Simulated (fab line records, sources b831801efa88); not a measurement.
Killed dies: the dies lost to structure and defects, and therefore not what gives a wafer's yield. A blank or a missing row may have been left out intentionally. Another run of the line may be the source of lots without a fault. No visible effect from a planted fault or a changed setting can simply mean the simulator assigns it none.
Which tool is to blame?	flow gf180mcu	14 lots, 42 wafers sampled, at 4 steps of a route of 602

WHAT THE GAUGES READ, wafer by wafer
GF_M2_CD_MEAS_14: target cd 280 nm. Usual: cd nm 280.2 nm, standard deviation 1.1.
lot	measured	on	cd nm (nm)	flag
L583	day 19 07:26	cd sem-01	280.6 280.2 280.8	
L584	day 19 16:19	cd sem-02	280.3 280.3 279.0	
L586	day 20 10:46	cd sem-02	281.6 279.9 280.2	
L589	day 21 15:05	cd sem-01	280.7 281.6 281.5	
L590	day 22 03:14	cd sem-02	279.7 280.3 281.6	
L591	day 22 09:05	cd sem-01	279.9 280.5 279.9	
L598	day 24 21:11	cd sem-01	278.8 279.5 280.3	
L599	day 25 05:49	cd sem-02	280.7 281.1 280.4	
L600	day 25 13:14	cd sem-01	280.2 280.7 280.6	
L601	day 26 01:01	cd sem-01	281.6 281.1 282.4	
L603	day 26 09:33	cd sem-01	281.3 282.1 281.6	
L604	day 26 15:05	cd sem-01	278.1 277.1 279.4	
L605	day 27 00:17	cd sem-02	280.5 280.5 279.5	
L606	day 27 10:56	cd sem-01	280.9 280.9 281.3	

GF_V2_THK_MEAS_01. Usual: for V2_CVD_00_THK the level is 604 nm and the standard deviation is 9.8.
lot	measured	on	V2_CVD_00_THK (nm)	flag
L583	day 19 08:22	film metro-04	613 594 594	
L584	day 19 17:16	film metro-02	599 594 602	
L586	day 20 11:41	film metro-04	602 594 611	
L589	day 21 16:19	film metro-01	605 598 605	
L590	day 22 04:08	film metro-01	597 607 615	
L591	day 22 10:01	film metro-04	615 615 614	
L598	day 24 22:05	film metro-01	596 609 602	
L599	day 25 06:41	film metro-04	594 607 595	
L600	day 25 14:17	film metro-01	598 618 615	
L601	day 26 02:04	film metro-04	616 599 603	
L603	day 26 10:30	film metro-04	605 619 605	
L604	day 26 15:59	film metro-04	593 601 593	
L605	day 27 01:10	film metro-02	610 599 619	
L606	day 27 11:51	film metro-04	584 587 590	

GF_V2_OVL_MEAS_15. Usual: for V2_OVL the level is 1 nm and the standard deviation is 4.5.
lot	measured	on	V2_OVL (nm)	flag
L583	day 20 09:16	overlay-02	0 -2 0	
L584	day 20 18:19	overlay-02	1 4 4	
L586	day 21 12:49	overlay-01	-3 4 4	
L589	day 22 16:43	overlay-02	2 -1 3	
L590	day 23 04:40	overlay-02	-2 1 -3	
L591	day 23 10:34	overlay-01	-6 0 0	
L598	day 25 19:56	overlay-02	4 -1 1	
L599	day 26 03:46	overlay-02	9 5 6	
L600	day 26 12:10	overlay-02	2 -2 -3	
L601	day 26 23:13	overlay-02	4 5 12	
L603	day 27 07:40	overlay-01	-6 5 5	
L604	day 27 13:38	overlay-02	-2 0 -6	
L605	day 27 22:28	overlay-02	6 9 4	
L606	day 28 11:22	overlay-02	2 7 8	

TOOL THAT RAN EACH LOT (tool first, then ch and the chambers of the sampled wafers, then the start)
lot	GF_V2_DEVELOP_13
L583	litho track-02 ch 0, day 20 08:59
L584	litho track-03 ch 0, day 20 18:04
L586	litho track-03 ch 0, day 21 12:32
L589	litho track-03 ch 0, day 22 16:26
L590	litho track-03 ch 0, day 23 04:23
L591	litho track-02 ch 0, day 23 10:17
L598	litho track-04 ch 0, day 25 19:43
L599	litho track-04 ch 0, day 26 03:31
L600	litho track-04 ch 0, day 26 11:53
L601	litho track-02 ch 0, day 26 22:59
L603	litho track-02 ch 0, day 27 07:25
L604	litho track-03 ch 0, day 27 13:11
L605	litho track-02 ch 0, day 27 22:11
L606	litho track-03 ch 0, day 28 08:05
- GF_V2_DEVELOP_13: develop time 60 s.

WHAT THE TOOLS THEMSELVES READ (means of the sampled wafers that have a number; where no wafer has one, the mark that the record gives instead)
GF_V2_DEVELOP_13. Usual: developer temp C 20.98 C, standard deviation 0.11.
lot	tool	developer temp C (C)	flag
L583	litho track-02	21.02	
L584	litho track-03	20.96	
L586	litho track-03	20.98	
L589	litho track-03	20.12	OFF
L590	litho track-03	20.23	OFF
L591	litho track-02	21.11	
L598	litho track-04	20.97	
L599	litho track-04	21.01	
L600	litho track-04	20.84	
L601	litho track-02	20.96	
L603	litho track-02	20.93	
L604	litho track-03	20.79	
L605	litho track-02	21.02	
L606	litho track-03	21.05	

THE ANSWER, worked out from the rows above alone
Rule: a lot is off if the mean of its wafers that have a number lies more than 3 standard deviations from the usual mean. A lot without any number at a reading at which 4 lots or more have one is off too. Any other lot the step has rows for is counted as sound. After the gauges, taken in route order, come the tools' own readings; for these a lot's mean is taken, as printed above. The first step at which some lot is off is used, and at that step the reading that is off furthest; a lot without a number counts as furthest.
Off at GF_V2_DEVELOP_13 (developer temp C): L589, L590.
If a tool, at that step or one of the process steps before it, ran each lot that is off and ran no sound lot following the first of them, it fits. Of those tried, none fits.

WHAT HAD BEEN PUT IN BY THE SIMULATOR
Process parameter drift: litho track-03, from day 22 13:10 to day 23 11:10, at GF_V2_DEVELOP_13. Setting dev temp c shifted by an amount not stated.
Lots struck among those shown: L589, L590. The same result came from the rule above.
